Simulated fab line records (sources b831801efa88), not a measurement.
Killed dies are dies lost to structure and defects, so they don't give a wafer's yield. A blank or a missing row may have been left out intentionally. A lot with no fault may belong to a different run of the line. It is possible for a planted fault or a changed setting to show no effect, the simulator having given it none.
fab line records    flow sky130
record lots=11  wafers=33  last-day=50
route steps=708 shown POLY_GATE@230 LDD_N@241 LDD_P@263 LDD_HVP@285 PAD_OPEN@708
lots that met no fault: from a run of the same line without faults
start-h: hours from the record's opening day to when the first of the lot's shown wafers began    wait-h: hours from the lot's prior step to this one    " identical to the entry in the row above    L1.1+2: one row covering several wafers at once    - no value present, or no start provided    * or withheld: withheld    < > ~ a bound
route shown NAME@n: NAME is a module with steps in the file, n the number in the route of the first one    usual: average and standard deviation across the fault-free wafers    same: alike in all rows    chamber/n: place in a boat    sites: each site's reading    _std_site: standard deviation across them    _edge_site: inner sites' mean taken away from outer sites' mean    radius-mm: for every site, how far away it sits from the centre of the wafer    mask NAME#n: copy n    behind: the last tool/chamber to shape the wafer    hold: why the lot went on hold/how many hours it stayed there/how the hold came to an end    device: transistor that didn't switch, given as n, p or np    end of line: tests run on the same wafers once the route is complete    a step given without rows: its recipe and nothing more    killed: not the wafer's yield, but the dies lost to structure and defects at the first sort    map: the dies of a wafer, with x for killed, . for not killed, _ for no die there
set.NAME: setting as actually run; set.NAME@STEP: the setting as run at that earlier step    model.NAME: the simulator's own value behind a step, which no gauge read
one table for each step of the route and one row for each wafer, over a sample of lots
services: from which hour (start-h, from the record's first day; less than 0 if before it) a tool's chamber was out of use, for how many hours, and why
## steps
# step SKY_POLY_GATE_ETCH_16
# recipe stop-on=poly-Si  chemistry=CH3F/O2  target=Si3N4  source-w=400  bias-w=80  pressure-mtorr=25  ch3f-flow-sccm=40  O2_flow_sccm=30  time-s=151.2  target-depth-a=750
# usual drypump-motor-current-A=5.77/0.29  oes-product-au=0.639/0.0051  throttle-valve-pct=10.536/0.01
lot.wafer  tool         chamber  start-h  wait-h  drypump-motor-current-A  oes-product-au  rf-hours-counter-h  throttle-valve-pct
L881.1     rie-diel-03  0        378.56   0.0     5.87                     0.637           92                  10.527
L881.2     "            2        "        "       5.42                     0.641           7                   10.530
L881.6     "            1        "        "       5.98                     0.643           -                   10.524
L885.1     rie-diel-01  3        387.70   0.0     5.97                     0.646           11                  10.534
L885.3     "            0        "        "       6.21                     0.637           4                   10.536
L885.5     "            3        "        "       5.96                     0.640           -                   10.543
L888.2     rie-diel-02  3        422.06   0.0     5.16                     0.641           24                  10.539
L888.4     "            1        "        "       5.92                     0.645           96                  10.523
L888.5     "            0        "        "       5.80                     0.641           -                   10.542
L890.2     rie-diel-03  1        435.80   0.0     6.01                     0.638           25                  10.538
L890.3     "            3        "        "       5.59                     0.642           72                  10.531
L890.4     "            2        "        "       5.40                     0.634           9                   10.528
L891.1     rie-diel-03  2        449.81   0.0     5.39                     0.644           9                   10.531
L891.4     "            1        "        "       6.01                     0.637           26                  10.544
L891.6     "            3        "        "       5.58                     0.630           -                   10.533
L899.1     rie-diel-02  3        522.16   0.0     5.15                     0.633           26                  10.542
L899.2     "            1        "        "       5.96                     0.652           1                   10.518
L899.6     "            1        "        "       5.92                     0.642           -                   10.547
L900.1     rie-diel-01  3        533.21   0.0     5.98                     0.633           14                  10.531
L900.4     "            1        "        "       5.69                     0.641           9                   10.529
L900.5     "            3        "        "       5.97                     0.648           -                   10.531
L901.1     rie-diel-02  3        535.11   0.0     5.16                     0.650           27                  10.537
L901.3     "            1        "        "       5.92                     0.643           1                   10.515
L901.6     "            3        "        "       5.16                     0.651           -                   10.545
L902.1     rie-diel-03  1        546.01   0.0     6.00                     0.633           27                  10.533
L902.5     "            0        "        "       5.86                     0.634           -                   10.551
L902.6     "            3        "        "       5.62                     0.641           -                   10.545
L903.2     rie-diel-03  1        558.70   0.0     6.00                     0.642           28                  10.550
L903.4     "            0        "        "       5.87                     0.632           -                   10.541
L903.6     "            2        "        "       5.41                     0.629           -                   10.548
L904.3     rie-diel-01  0        578.50   0.1     6.23                     0.637           -                   10.540
L904.4     "            3        "        "       5.97                     0.640           -                   10.545
L904.5     "            0        "        "       6.22                     0.641           -                   10.538
# step SKY_LDD_N_EXPOSE_04
# recipe mask-id=NTM  target-cd-nm=840  na=0.6  source-shape=conventional  sigma-outer=0.6  dose-mj=110
# usual exposure-dose-mJ-cm2=110.00/0.11
lot.wafer  tool              chamber  start-h  wait-h  mask    exposure-dose-mJ-cm2
L881.1     iline-stepper-01  0        394.64   -       NTM#0   110.01
L881.2     "                 0        "        "       NTM#0   110.07
L881.6     "                 0        "        "       NTM#0   109.99
L885.1     iline-stepper-01  0        405.30   -       NTM#0   110.02
L885.3     "                 0        "        "       NTM#0   109.92
L885.5     "                 0        "        "       NTM#0   109.84
L888.2     iline-stepper-02  0        442.05   -       NTM#0   110.10
L888.4     "                 0        "        "       NTM#0   110.17
L888.5     "                 0        "        "       NTM#0   110.01
L890.2     iline-stepper-02  0        457.86   -       PSDM#0  110.18
L890.3     "                 0        "        "       PSDM#0  109.92
L890.4     "                 0        "        "       PSDM#0  110.06
L891.1     iline-stepper-02  0        467.20   -       NTM#0   109.89
L891.4     "                 0        "        "       NTM#0   109.74
L891.6     "                 0        "        "       NTM#0   110.04
L899.1     iline-stepper-01  0        539.38   -       NTM#0   109.94
L899.2     "                 0        "        "       NTM#0   109.94
L899.6     "                 0        "        "       NTM#0   110.07
L900.1     iline-stepper-01  0        550.97   -       NTM#0   110.12
L900.4     "                 0        "        "       NTM#0   110.02
L900.5     "                 0        "        "       NTM#0   109.98
L901.1     iline-stepper-02  0        552.59   -       NTM#0   110.04
L901.3     "                 0        "        "       NTM#0   110.05
L901.6     "                 0        "        "       NTM#0   110.13
L902.1     iline-stepper-02  0        563.10   -       NTM#0   110.17
L902.5     "                 0        "        "       NTM#0   110.07
L902.6     "                 0        "        "       NTM#0   110.20
L903.2     iline-stepper-02  0        575.64   -       NTM#0   110.06
L903.4     "                 0        "        "       NTM#0   110.00
L903.6     "                 0        "        "       NTM#0   109.99
L904.3     iline-stepper-01  0        595.17   -       NTM#0   109.95
L904.4     "                 0        "        "       NTM#0   109.80
L904.5     "                 0        "        "       NTM#0   109.95
# step SKY_LDD_N_OVL_MEAS_07
# usual LDD_N_OVL=-0.2/1.4
lot.wafer  tool        chamber  start-h  wait-h  LDD_N_OVL[nm]
L881.1     overlay-02  -        409.26   0.1     1.9
L881.2     "           -        "        "       1.5
L881.6     "           -        "        "       0.7
L885.1     overlay-01  -        419.41   0.1     -0.9
L885.3     "           -        "        "       -0.9
L885.5     "           -        "        "       -1.6
L888.2     overlay-02  -        456.86   0.1     -1.0
L888.4     "           -        "        "       -0.6
L888.5     "           -        "        "       -1.6
L890.2     overlay-01  -        472.83   0.1     -
L890.3     "           -        "        "       -
L890.4     "           -        "        "       -
L891.1     overlay-02  -        481.51   0.1     -3.3
L891.4     "           -        "        "       -0.5
L891.6     "           -        "        "       -2.4
L899.1     overlay-02  -        554.06   0.1     2.9
L899.2     "           -        "        "       2.4
L899.6     "           -        "        "       1.6
L900.1     overlay-02  -        565.62   0.1     -0.4
L900.4     "           -        "        "       -0.7
L900.5     "           -        "        "       -1.2
L901.1     overlay-02  -        567.05   0.1     0.4
L901.3     "           -        "        "       0.3
L901.6     "           -        "        "       0.0
L902.1     overlay-01  -        577.80   0.1     -0.9
L902.5     "           -        "        "       0.1
L902.6     "           -        "        "       -1.3
L903.2     overlay-01  -        589.43   0.1     -0.3
L903.4     "           -        "        "       0.3
L903.6     "           -        "        "       -0.8
L904.3     overlay-02  -        608.72   0.1     -3.3
L904.4     "           -        "        "       -1.7
L904.5     "           -        "        "       -3.6
# step SKY_LDD_N_TW_MEAS_17
# usual LDD_N_TW=2569/14
lot.wafer  tool           chamber  start-h  wait-h  LDD_N_TW
L881.1     film-metro-03  -        410.60   0.1     2556
L881.2     "              -        "        "       2565
L881.6     "              -        "        "       2579
L885.1     film-metro-01  -        420.75   0.1     2556
L885.3     "              -        "        "       2562
L885.5     "              -        "        "       2545
L888.2     film-metro-04  -        458.20   0.1     2572
L888.4     "              -        "        "       2583
L888.5     "              -        "        "       2576
L890.2     film-metro-01  -        474.17   0.1     29
L890.3     "              -        "        "       30
L890.4     "              -        "        "       30
L891.1     film-metro-03  -        482.84   0.1     2582
L891.4     "              -        "        "       2573
L891.6     "              -        "        "       2572
L899.1     film-metro-03  -        555.40   0.1     2579
L899.2     "              -        "        "       2589
L899.6     "              -        "        "       2577
L900.1     film-metro-01  -        566.96   0.1     2571
L900.4     "              -        "        "       2562
L900.5     "              -        "        "       2570
L901.1     film-metro-03  -        568.39   0.1     2567
L901.3     "              -        "        "       2569
L901.6     "              -        "        "       2581
L902.1     film-metro-04  -        579.14   0.1     2603
L902.5     "              -        "        "       2575
L902.6     "              -        "        "       2574
L903.2     film-metro-03  -        590.77   0.1     2585
L903.4     "              -        "        "       2580
L903.6     "              -        "        "       2583
L904.3     film-metro-03  -        610.06   0.1     2575
L904.4     "              -        "        "       2585
L904.5     "              -        "        "       2580
# step SKY_LDD_P_OVL_MEAS_08
# usual LDD_P_OVL=0.7/1.4
lot.wafer  tool        chamber  start-h  wait-h  LDD_P_OVL[nm]
L881.1     overlay-02  -        440.75   0.1     0.4
L881.2     "           -        "        "       0.8
L881.6     "           -        "        "       0.4
L885.1     overlay-01  -        451.14   0.1     1.4
L885.3     "           -        "        "       3.0
L885.5     "           -        "        "       0.3
L888.2     overlay-01  -        488.24   0.1     2.4
L888.4     "           -        "        "       0.9
L888.5     "           -        "        "       1.8
L890.2     overlay-02  -        505.44   0.1     0.7
L890.3     "           -        "        "       -0.1
L890.4     "           -        "        "       -0.3
L891.1     overlay-02  -        513.69   0.1     -2.6
L891.4     "           -        "        "       -2.2
L891.6     "           -        "        "       -3.3
L899.1     overlay-01  -        584.68   0.1     -0.4
L899.2     "           -        "        "       -0.3
L899.6     "           -        "        "       -1.4
L900.1     overlay-01  -        596.68   0.1     0.8
L900.4     "           -        "        "       1.2
L900.5     "           -        "        "       2.0
L901.1     overlay-01  -        598.23   0.1     2.0
L901.3     "           -        "        "       1.5
L901.6     "           -        "        "       0.9
L902.1     overlay-01  -        607.02   0.1     -0.8
L902.5     "           -        "        "       -0.1
L902.6     "           -        "        "       0.6
L903.2     overlay-02  -        619.84   0.1     0.7
L903.4     "           -        "        "       1.0
L903.6     "           -        "        "       1.4
L904.3     overlay-01  -        638.64   0.1     1.9
L904.4     "           -        "        "       0.7
L904.5     "           -        "        "       0.1
# step SKY_LDD_P_TW_MEAS_11
# usual LDD_P_TW=631/3.5
lot.wafer  tool           chamber  start-h  wait-h  LDD_P_TW
L881.1     film-metro-04  -        441.03   0.1     631
L881.2     "              -        "        "       629
L881.6     "              -        "        "       632
L885.1     film-metro-04  -        451.50   0.1     630
L885.3     "              -        "        "       629
L885.5     "              -        "        "       628
L888.2     film-metro-01  -        488.77   0.1     631
L888.4     "              -        "        "       632
L888.5     "              -        "        "       632
L890.2     film-metro-02  -        505.73   0.1     2574
L890.3     "              -        "        "       2594
L890.4     "              -        "        "       2568
L891.1     film-metro-04  -        513.98   0.1     636
L891.4     "              -        "        "       632
L891.6     "              -        "        "       633
L899.1     film-metro-01  -        584.97   0.1     625
L899.2     "              -        "        "       625
L899.6     "              -        "        "       628
L900.1     film-metro-01  -        596.97   0.1     624
L900.4     "              -        "        "       628
L900.5     "              -        "        "       628
L901.1     film-metro-04  -        598.52   0.1     634
L901.3     "              -        "        "       637
L901.6     "              -        "        "       635
L902.1     film-metro-04  -        607.31   0.1     632
L902.5     "              -        "        "       635
L902.6     "              -        "        "       630
L903.2     film-metro-01  -        620.13   0.1     630
L903.4     "              -        "        "       628
L903.6     "              -        "        "       627
L904.3     film-metro-02  -        638.94   0.1     639
L904.4     "              -        "        "       639
L904.5     "              -        "        "       641
# step SKY_LDD_HVP_OVL_MEAS_07
# usual LDD_HVP_OVL=-0.9/1.4
lot.wafer  tool        chamber  start-h  wait-h  LDD_HVP_OVL[nm]
L881.1     overlay-01  -        502.62   0.1     0.2
L881.2     "           -        "        "       2.3
L881.6     "           -        "        "       0.0
L885.1     overlay-01  -        512.97   0.1     0.2
L885.3     "           -        "        "       -1.3
L885.5     "           -        "        "       -0.4
L888.2     overlay-01  -        549.98   0.1     -1.5
L888.4     "           -        "        "       -1.0
L888.5     "           -        "        "       0.5
L890.2     overlay-01  -        565.62   0.1     3.5
L890.3     "           -        "        "       0.8
L890.4     "           -        "        "       2.6
L891.1     overlay-02  -        573.56   0.1     -2.5
L891.4     "           -        "        "       -1.8
L891.6     "           -        "        "       -3.0
L899.1     overlay-02  -        643.37   0.1     -0.9
L899.2     "           -        "        "       -2.5
L899.6     "           -        "        "       -2.0
L900.1     overlay-02  -        653.72   0.1     -0.6
L900.4     "           -        "        "       -1.5
L900.5     "           -        "        "       -0.1
L901.1     overlay-01  -        656.77   0.1     -0.3
L901.3     "           -        "        "       1.0
L901.6     "           -        "        "       -0.3
L902.1     overlay-02  -        665.31   0.1     -4.2
L902.5     "           -        "        "       -2.6
L902.6     "           -        "        "       -3.5
L903.2     overlay-02  -        677.12   0.1     -2.4
L903.4     "           -        "        "       -2.6
L903.6     "           -        "        "       -1.0
L904.3     overlay-01  -        694.67   0.1     -0.8
L904.4     "           -        "        "       -1.7
L904.5     "           -        "        "       -2.1
# step SKY_PAD_OPEN_PROBE_99
# usual killed_at_M0_to_M3=43/7.1  killed_at_M4_up=3.0/1.9  killed-at-contacts=24/5  killed-at-front-end=15/4.3  killed-at-other=0.3/0.5  killed-dies=85/9.6  killed-on-rim=17/4.3  killed-open=46/7.1  killed-short=39/6.8
# same gross-dies=492  killed-at-back-side=0
lot.wafer  tool       chamber  start-h  wait-h  killed_at_M0_to_M3  killed_at_M4_up  killed-at-contacts  killed-at-front-end  killed-at-other  killed-dies  killed-on-rim  killed-open  killed-short
L890.2     prober-01  -        1120.87  0.1     54                  4                22                  411                  1                492          96             51           52
L890.3     prober-01  -        1120.92  0.2     51                  1                23                  417                  0                492          96             61           33
L890.4     prober-01  -        1120.97  0.2     55                  1                22                  413                  1                492          96             55           46
L899.1     prober-02  -        1172.10  0.1     50                  3                21                  24                   0                98           20             53           45
L899.2     prober-02  -        1172.15  0.1     36                  5                23                  19                   0                83           11             44           39
L899.6     prober-02  -        1172.35  0.2     34                  4                21                  14                   0                73           13             55           18
# killed by level:class
L890.2 LDD_N:area-expose=389 VIA1:geometric-particle:open=12 LI_CONTACT:geometric-particle:open=10 FIELD_ISO:geometric-particle:short=8 METAL2:geometric-particle:short=8 METAL1:geometric-particle:short=7 VIA2:geometric-particle:open=7 FIELD_ISO:geometric-particle:open=5
L890.3 LDD_N:area-expose=398 VIA1:geometric-particle:open=19 CONTACT:geometric-particle:open=10 LI_CONTACT:geometric-particle:open=9 VIA1:geometric-particle:short=8 METAL2:geometric-particle:short=7 FIELD_ISO:geometric-particle:open=6 METAL2:geometric-particle:open=4
L890.4 LDD_N:area-expose=391 VIA1:geometric-particle:open=13 METAL1:geometric-particle:short=10 POLY_GATE:geometric-particle:open=7 METAL2:geometric-particle:short=7 LI_CONTACT:geometric-particle:open=6 VIA2:geometric-particle:open=6 VIA3:geometric-particle:open=6
L899.1 VIA1:geometric-particle:open=10 FIELD_ISO:geometric-particle:open=8 VIA3:geometric-particle:open=7 CONTACT:geometric-particle:open=7 METAL1:geometric-particle:short=7 VIA1:geometric-particle:short=7 VIA2:geometric-particle:open=6 POLY_GATE:geometric-particle:open=5
L899.2 VIA2:geometric-particle:open=7 FIELD_ISO:geometric-particle:open=6 CONTACT:geometric-particle:open=6 LI_CONTACT:geometric-particle:short=5 CONTACT:geometric-particle:short=5 LOCAL_INTERCONNECT:geometric-particle:short=5 POLY_GATE:geometric-particle:open=4 METAL2:geometric-particle:open=4
L899.6 CONTACT:geometric-particle:open=11 VIA3:geometric-particle:open=8 VIA1:geometric-particle:open=8 VIA2:geometric-particle:open=8 LI_CONTACT:geometric-particle:open=6 FIELD_ISO:geometric-particle:open=5 POLY_GATE:geometric-particle:short=5 POLY_GATE:geometric-particle:open=2
## services
tool              chamber  start-h  hours  kind
iline-stepper-01  -        355.30   11.9   repair
rie-diel-03       0        364.80   7.5    repair
rie-diel-01       3        374.34   7.1    repair
iline-stepper-02  -        438.52   1.7    pm
iline-stepper-01  -        459.77   5.1    repair
rie-diel-03       0        467.12   6.4    repair
rie-diel-01       0        474.56   3.8    repair
rie-diel-03       0        476.38   -      clean
rie-diel-03       0        476.38   15.4   scheduled-down
rie-diel-03       0        476.38   15.4   vent-cycle
rie-diel-02       -        490.96   5.4    repair
rie-diel-02       2        514.20   4.4    repair
rie-diel-02       -        517.69   0.1    repair
rie-diel-03       -        536.04   0.6    repair
rie-diel-01       2        541.35   130.5  repair
rie-diel-03       3        547.73   13.9   repair
iline-stepper-01  -        549.27   1.7    pm
rie-diel-02       0        556.79   5.8    repair
rie-diel-02       1        557.59   16.3   repair
rie-diel-01       1        573.41   9.7    repair
rie-diel-03       3        581.71   7.3    repair
rie-diel-01       0        581.74   1.5    repair
rie-diel-03       3        589.00   -      clean
rie-diel-01       3        594.80   7.5    repair
## key
first-sign step=SKY_LDD_N_EXPOSE_04  reading=mask  direction=changed
effect step=SKY_LDD_N_OVL_MEAS_07  reading=LDD_N_OVL  direction=missing
effect step=SKY_LDD_N_TW_MEAS_17  reading=LDD_N_TW  direction=down  sigmas=99+  usual=2569  struck=30
effect step=SKY_LDD_P_TW_MEAS_11  reading=LDD_P_TW  direction=up  sigmas=99+  usual=631  struck=2579
effect step=SKY_PAD_OPEN_PROBE_99  reading=killed-at-front-end  direction=up  sigmas=93  usual=15  struck=414
more-kills-born-at SKY_LDD_N_EXPOSE_04@iline-stepper-02=1178
met-at SKY_LDD_N_EXPOSE_04
struck-lots L890
tester-left-out L890
not-acting-at SKY_POLY_GATE_ETCH_16,SKY_LDD_P_OVL_MEAS_08,SKY_LDD_HVP_OVL_MEAS_07
onset-between 442.05 457.86
fault kind=wrong-mask  tool=any  chamber=-  onset-h=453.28  steps=SKY_LDD_N_EXPOSE_04  aux-copy=PSDM#0  scope=struck-lots-only
# tester-left-out: of these lots the tester's yield and bins aren't shown, on N5 and GAA mostly nor the transistor test; their killed dies are dies lost to structure and defects alone, not to doping, threshold or leakage, so they don't give the yield
